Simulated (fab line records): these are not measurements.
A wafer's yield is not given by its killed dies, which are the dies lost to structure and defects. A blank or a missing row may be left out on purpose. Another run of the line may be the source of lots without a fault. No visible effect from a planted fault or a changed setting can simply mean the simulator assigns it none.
Which tool did it? ; flow gf180mcu ; Sampling: 15 lots, 45 wafers, 4 of 602 route steps

## WHAT EACH GAUGE READ, for each wafer
GF_CONTACT_CD_MEAS_14 targets a cd of 220 nm. Usual: cd-nm 219.9 nm, standard deviation 1.2.
lot;measured;on;cd-nm (nm);flag
L788;day 16 02:14;cd-sem-01;219.8 220.6 221.0;
L795;day 18 18:12;cd-sem-02;221.1 221.2 221.8;
L796;day 19 04:42;cd-sem-02;220.6 220.5 219.7;
L797;day 19 14:16;cd-sem-01;219.1 217.5 219.1;
L800;day 20 07:08;cd-sem-01;222.0 219.9 220.9;
L801;day 21 00:36;cd-sem-01;219.5 221.1 219.8;
L802;day 21 05:00;cd-sem-02;220.3 220.8 220.6;
L803;day 21 18:35;cd-sem-02;218.4 219.3 219.4;
L804;day 21 21:08;cd-sem-02;218.9 219.7 219.9;
L805;day 22 01:08;cd-sem-01;218.2 219.9 218.3;
L806;day 22 09:55;cd-sem-02;220.4 220.7 220.6;
L807;day 22 15:32;cd-sem-02;221.0 219.4 221.5;
L808;day 22 21:53;cd-sem-01;217.6 217.4 217.7;
L809;day 23 06:13;cd-sem-01;217.7 218.9 219.8;
L810;day 23 18:00;cd-sem-02;219.4 219.0 219.5;

GF_V1_BOW_MEAS_05. Usual: V1_BOW gives 81 um (standard deviation 8.1).
lot;measured;on;V1_BOW (um);flag
L788;day 17 03:34;film-metro-01;94 94 96;
L800;day 21 09:54;film-metro-04;77 78 73;
L801;day 22 03:28;film-metro-01;83 77 80;
L802;day 22 07:31;film-metro-02;82 77 82;
L803;day 22 21:16;film-metro-04;85 80 85;
L804;day 22 23:17;film-metro-04;70 84 72;
L805;day 23 03:24;film-metro-01;78 82 73;
L806;day 23 12:16;film-metro-01;78 67 80;
L807;day 23 17:25;film-metro-01;74 91 78;
L808;day 24 00:26;film-metro-02;87 76 81;
L809;day 24 08:32;film-metro-04;80 91 88;
L810;day 24 19:47;film-metro-04;73 71 70;

## TOOL THAT RAN EACH LOT (tool first, then ch and the chambers of the sampled wafers, then the start)
lot;GF_M1_SPUTTER_00;GF_M1_DEVELOP_13
L788;pvd-sputter-04, day 16 03:31;litho-track-03 ch 0, day 17 01:59
L795;pvd-sputter-04, day 18 19:31;litho-track-02, day 19 19:27
L796;pvd-sputter-01, day 19 06:11;litho-track-01, day 20 06:52
L797;pvd-sputter-04, day 19 15:30;litho-track-03, day 20 15:44
L800;pvd-sputter-04, day 20 08:30;litho-track-02 ch 0, day 21 08:18
L801;pvd-sputter-04, day 21 01:54;litho-track-03 ch 0, day 22 01:51
L802;pvd-sputter-04, day 21 06:18;litho-track-02 ch 0, day 22 05:57
L803;pvd-sputter-01, day 21 19:52;litho-track-03 ch 0, day 22 19:45
L804;pvd-sputter-03, day 21 22:24;litho-track-03 ch 0, day 22 21:45
L805;pvd-sputter-03, day 22 02:24;litho-track-03 ch 0, day 23 01:51
L806;pvd-sputter-03, day 22 11:19;litho-track-02 ch 0, day 23 10:42
L807;pvd-sputter-03, day 22 16:48;litho-track-01 ch 0, day 23 15:53
L808;pvd-sputter-03, day 22 23:10;litho-track-02 ch 0, day 23 22:53
L809;pvd-sputter-04, day 23 07:47;litho-track-02 ch 0, day 24 06:51
L810;pvd-sputter-03, day 23 19:18;litho-track-03 ch 0, day 24 18:06
- GF_M1_SPUTTER_00: material Ti, target thk 37.5 nm, time 150 s.
- GF_M1_DEVELOP_13: develop time 60 s.

## AS READ BY THE TOOLS THEMSELVES (means over the sampled wafers that have a number; for cases with no such wafer, the mark the record gives instead)
GF_M1_SPUTTER_00. Usual: cathode-dc-power-W 4000.0 W, standard deviation 0.66; throttle-valve-pct 30.0 %, standard deviation 0.76.
lot;tool;cathode-dc-power-W (W);throttle-valve-pct (%);flag
L788;pvd-sputter-04;3999.5;29.6;
L795;pvd-sputter-04;3999.8;30.1;
L796;pvd-sputter-01;4000.8;30.2;
L797;pvd-sputter-04;3999.4;30.3;
L800;pvd-sputter-04;3999.5;30.4;
L801;pvd-sputter-04;3999.8;30.0;
L802;pvd-sputter-04;4000.2;30.6;
L803;pvd-sputter-01;4000.0;30.5;
L804;pvd-sputter-03;4000.0;30.0;
L805;pvd-sputter-03;4000.3;30.0;
L806;pvd-sputter-03;4000.2;30.0;
L807;pvd-sputter-03;4000.3;30.1;
L808;pvd-sputter-03;3999.9;29.7;
L809;pvd-sputter-04;4000.4;30.5;
L810;pvd-sputter-03;3999.7;29.7;

GF_M1_DEVELOP_13. Usual: chill-plate-temp-C 23.01 C, standard deviation 0.097.
lot;tool;chill-plate-temp-C (C);flag
L788;litho-track-03;23.10;
L795;litho-track-02;-;OFF
L796;litho-track-01;-;OFF
L797;litho-track-03;-;OFF
L800;litho-track-02;22.91;
L801;litho-track-03;22.99;
L802;litho-track-02;22.94;
L803;litho-track-03;23.02;
L804;litho-track-03;23.13;
L805;litho-track-03;23.07;
L806;litho-track-02;22.95;
L807;litho-track-01;23.02;
L808;litho-track-02;22.98;
L809;litho-track-02;23.04;
L810;litho-track-03;22.96;

## THE ANSWER, worked out from the rows above alone
Rule: take the mean of a lot's wafers that have a number; if it is more than 3 standard deviations from the usual mean, the lot is off. Also off: a lot with no number at a reading for which 4 or more lots have one. The other lots that the step has rows for count as sound. After the gauges, taken in route order, come the tools' own readings; for these a lot's mean is taken, as printed above. The first step at which some lot is off is used, and at that step the reading that is off furthest; a lot without a number counts as furthest.
Off, at GF_M1_DEVELOP_13 on chill-plate-temp-C: L795, L796, L797. Without a number there: L795, L796, L797.
If a tool, at that step or one of the process steps before it, ran each lot that is off and ran no sound lot following the first of them, it fits. Of those tried, none fits.

## WHAT THE SIMULATOR HAD INSERTED
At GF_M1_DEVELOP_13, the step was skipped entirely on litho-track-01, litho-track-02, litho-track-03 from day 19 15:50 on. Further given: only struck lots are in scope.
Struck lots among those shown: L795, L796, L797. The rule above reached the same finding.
